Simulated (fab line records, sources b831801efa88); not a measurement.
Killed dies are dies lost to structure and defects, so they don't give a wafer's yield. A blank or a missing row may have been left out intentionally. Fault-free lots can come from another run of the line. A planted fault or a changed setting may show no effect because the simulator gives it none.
A lot that was struck, set against a sound lot | flow sky130 | 17 steps out of a route of 708
Sound: wafers L692.2, L692.5, L692.6. Struck: wafer L706.3 (L706.5, L706.6, from the same lot, were not struck and are left out); the cause is given at the end.
Each step with rows lists, per side, the tool, then ch with its chambers, then its first start. Under that, the readings that differ: sound wafers | struck wafers | difference of the means | sigmas: that difference in standard deviations of wafers without a fault.
alike: same words and numbers on both sides, and readings whose means sit less than 2 such deviations apart. not compared: any withheld reading, any reading some wafer has no value for, any bound like >300 that may hide the same value, and any number with overlapping values for which the record gives no deviation.
The two part at a step that has a row with sigmas, a row that says differs or no value, or rows on one side only. Numbers that don't overlap but have no deviation are shown without sigmas and don't part them. A reading that every wafer of one side lacks parts them only if that side has two wafers or more.

first, 1 step without rows for these wafers: SKY_FIELD_ISO_DEVELOP_12 (develop time 60 s).
SKY_FIELD_ISO_CD_MEAS_13 targets a cd of 150 nm.
  sound on cdSem-01 at day 2 14:46; struck on cdSem-02 at day 5 17:41
  alike: cdNm
SKY_FIELD_ISO_ETCH_14: etches BARC in N2/H2, stops on SiO2, time 45.9 s, target depth 60 nm.
  sound on rieDiel-03 ch 0,1,2, day 2 14:52; struck on rieDiel-03 ch 2, day 5 17:46
  alike: drypumpMotorCurrentA, oesProductAu, throttleValvePct
  not compared: rfHoursCounterH
SKY_FIELD_ISO_ETCH_15: etches the open film in CHF3/O2, stops on Si, target depth 180 nm, time 72 s.
  sound on rieDiel-03 ch 0,1,2, day 2 14:55; struck on rieDiel-03 ch 2, day 5 17:49
reading             | sound             | struck | difference | sigmas
oesProductAu (a.u.) | 0.943 0.945 0.945 | 0.961  | +0.017     | +2
  alike: O2_flow_sccm, drypumpMotorCurrentA, throttleValvePct
  not compared: rfHoursCounterH
SKY_FIELD_ISO_STRIP_16: strips in O2/N2.
  sound on plasmaAsher-01 ch 0,1, day 2 14:58; struck on plasmaAsher-04 ch 0, day 5 17:54
reading             | sound             | struck | difference | sigmas
oesProductAu (a.u.) | 0.385 0.387 0.380 | 0.372  | -0.012     | -3
  alike: drypumpMotorCurrentA, o2FlowSccm, stripTimeToEndpointS
  not compared: rfHoursCounterH
SKY_FIELD_ISO_ETCH_17: etches Si in HBr/Cl2/O2, target depth 342 nm, time 97.7 s.
  sound on rieSi-02 ch 0,1,3, day 2 15:04; struck on rieSi-02 ch 3, day 5 17:58
reading             | sound             | struck | difference | sigmas
O2_flow_sccm (sccm) | 5.992 5.985 6.008 | 6.031  | +0.036     | +2
  alike: drypumpMotorCurrentA, oesProductAu, throttleValvePct
  not compared: rfHoursCounterH
then, 5 steps without rows for these wafers: SKY_FIELD_ISO_WET_ETCH_18 (etches Si3N4 in H3PO4, target depth 25 nm, time 286 s); SKY_FIELD_ISO_CLEAN_19 (cleans in SC1/SC2, time 150 s); SKY_FIELD_ISO_CLEAN_20 (cleans in dHF, time 20 s); SKY_FIELD_ISO_WET_ETCH_21 (etches SiO2 in dHF, target depth 20 nm, time 400 s); SKY_FIELD_ISO_OXIDATION_22 (stabilise 600 s, purge 300 s, target thk 10 nm).
SKY_FIELD_ISO_THK_MEAS_23:
  sound on filmMetro-02 at day 2 18:19; struck on filmMetro-03 at day 5 19:30
  alike: FIELD_ISO_OXIDATION_01_THK
SKY_FIELD_ISO_CVD_24: deposits SiO2, target thk 595 nm, time 99.2 s.
  sound on hdpcvd-01 ch 0,1, day 2 18:22; struck on hdpcvd-01 ch 2, day 5 19:32
reading                                   | sound             | struck | difference | sigmas
model.SiO2_of_FIELD_ISO_CVD_24.thkNm (nm) | 598.4 597.3 601.9 | 455.5  | -143.7     | 
  alike: susceptorTempC
SKY_FIELD_ISO_THK_MEAS_25:
  sound on filmMetro-03 at day 2 18:26; struck on filmMetro-04 at day 5 19:52
reading                   | sound       | struck | difference | sigmas
FIELD_ISO_CVD_24_THK (nm) | 599 597 602 | 455    | -144       | -24
  not compared: hold
SKY_FIELD_ISO_CMP_27: polishes, stops on Si3N4, t overpolish 16 s, target thk 457.8 nm.
  sound on cmp-02 ch 0,1,2, day 2 22:29; struck on cmp-01 ch 3, day 6 01:02
reading             | sound       | struck | difference | sigmas
timeToEndpointS (s) | 114 115 117 | 87     | -28        | -7
  alike: motorCurrentA, retainingRingPressureFrac
then, 1 step without rows for these wafers: SKY_FIELD_ISO_WET_ETCH_28 (etches SiO2 in dHF, target depth 23.7 nm, time 47 s).
-- record jumps: 44 days separate the struck wafers' starts on either side; left off in module FIELD_ISO, taken up again in module PAD_OPEN, whose first shown step is the route's number 708 --
SKY_PAD_OPEN_PROBE_99:
  sound on prober-02 at day 46 09:23; struck on prober-02 at day 49 13:58
reading          | sound    | struck | difference | sigmas
killed_at_M4_up  | 4 1 2    | 7      | +5         | +2
killedAtContacts | 21 35 18 | 12     | -13        | -2
killedOpen       | 45 49 48 | 32     | -15        | -2
  alike: killed_at_M0_to_M3, killedAtFrontEnd, killedAtOther, killedDies, killedShort

## WHERE THEY PART
Last at SKY_PAD_OPEN_PROBE_99 as far as this record goes, first at SKY_FIELD_ISO_ETCH_15.

WHY: whatever the simulator had introduced
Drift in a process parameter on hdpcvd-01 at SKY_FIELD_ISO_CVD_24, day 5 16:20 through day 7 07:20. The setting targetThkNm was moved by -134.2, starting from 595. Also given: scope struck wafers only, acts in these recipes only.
